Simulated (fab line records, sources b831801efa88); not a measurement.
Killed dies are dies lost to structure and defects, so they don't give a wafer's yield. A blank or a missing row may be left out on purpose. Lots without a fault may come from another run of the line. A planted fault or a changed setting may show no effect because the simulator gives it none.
A struck lot beside a sound one | flow sky130 | 15 steps out of a route of 708
Sound: wafers L934.2, L934.3, L934.4. Struck: wafers L947.1, L947.4, L947.5. The cause comes at the end.
At each step with rows: each side's tool, then ch and its chambers, then its first start. Under that, the readings that differ: sound wafers | struck wafers | difference of the means | sigmas: that difference in standard deviations of wafers without a fault.
alike: readings whose means differ by less than 2 such deviations, and words and numbers that are the same on both sides. not compared: withheld readings, readings that some wafer has no value for, bounds like >300 that may hide the same value, and numbers for which the record gives no deviation and whose values overlap.
The two part at a step that has a row with sigmas, a row that says differs or no value, or rows on one side only. Numbers that don't overlap but have no deviation are shown without sigmas and don't part them. A reading that every wafer of one side lacks parts them only if that side has two wafers or more.

SKY_CONTACT_CMP_27: polishes, stops on SiO2, t overpolish 15 s, target thk 0 nm.
  sound on cmp-01 ch 1,2,3, day 31 13:43; struck on cmp-01 ch 0,1,2, day 36 08:49
  alike: head_pressure_psi, motor_current_A, overpolish_run_s, platen_rpm, retaining_ring_pressure_frac, time_to_endpoint_s
SKY_METAL1_SPUTTER_00: material Ti, target thk 15 nm, time 10 s.
  sound on pvd_sputter-02, day 31 13:58; struck on pvd_sputter-03, day 36 09:07
  alike: throttle_valve_pct
SKY_METAL1_SPUTTER_01: material TiN, target thk 20 nm, time 16.7 s.
  sound on pvd_sputter-02, day 31 13:59; struck on pvd_sputter-03, day 36 09:09
  alike: throttle_valve_pct
SKY_METAL1_SPUTTER_02: material AlCu, target thk 250 nm, time 13.3 s.
  sound on pvd_sputter-02, day 31 14:01; struck on pvd_sputter-03, day 36 09:10
  alike: throttle_valve_pct
then, 1 step without rows for these wafers: SKY_METAL1_SPUTTER_03 (material Ti, target thk 5 nm, time 3.3 s).
SKY_METAL1_SPUTTER_04: material TiN, target thk 70 nm, time 58.3 s.
  sound on pvd_sputter-02, day 31 14:03; struck on pvd_sputter-03, day 36 09:13
  alike: throttle_valve_pct
SKY_METAL1_RS_MEAS_05: measures by four-point-probe.
  sound on film_metro-02, day 31 14:07; struck on film_metro-03, day 36 09:16
  alike: METAL1_ALCU_RS
SKY_METAL1_THK_MEAS_06: measures by xrf.
  sound on film_metro-02, day 31 14:14; struck on film_metro-03, day 36 09:23
  alike: METAL1_ALCU_THK
then, 4 steps without rows for these wafers: SKY_METAL1_DEHYDRATE_07 (time 60 s); SKY_METAL1_HMDS_08 (prime time 60 s); SKY_METAL1_COAT_09 (resist thk 60 nm); SKY_METAL1_COAT_10 (resist thk 450 nm).
SKY_METAL1_SOFTBAKE_11: time 90 s.
  sound on litho_track-01 ch 0, day 32 03:00; struck on litho_track-01 ch 0, day 36 21:00
  reading                  | sound                | struck            | difference | sigmas
  heater_power_total_W (W) | 57.21 57.34 57.55    | 56.86 56.82 56.81 | -0.54      | -4
  plate_temp_C (C)         | 100.20 100.19 100.11 | 99.24 99.33 99.30 | -0.88      | -6
then, 1 step without rows for these wafers: SKY_METAL1_EXPOSE_12 (exposes mask MM1, target cd 140 nm).
-- the record jumps here: 12 days lie between the struck wafers' starts before and after (it left off in module METAL1 and takes up again in module PAD_OPEN, whose first step shown is number 708 of the route) --
SKY_PAD_OPEN_PROBE_99:
  sound on prober-01, day 45 15:17; struck on prober-01, day 49 04:57
  alike: defect_limited_yield, killed_at_M0_to_M3, killed_at_M4_up, killed_at_contacts, killed_at_front_end, killed_at_other, killed_dies, killed_open, killed_short, sort_bin_3_pad_short, sort_bin_5_function, sort_bin_6_memory, sort_n_pass, sort_yield_pct

WHERE THEY PART
Only at SKY_METAL1_SOFTBAKE_11, within this record. Later steps at which nothing parts them and some readings are alike: SKY_PAD_OPEN_PROBE_99.

WHY: what the simulator had put in
Process parameter drift: litho_track-01, from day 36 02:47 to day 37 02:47, at SKY_METAL1_SOFTBAKE_11. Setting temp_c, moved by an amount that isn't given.
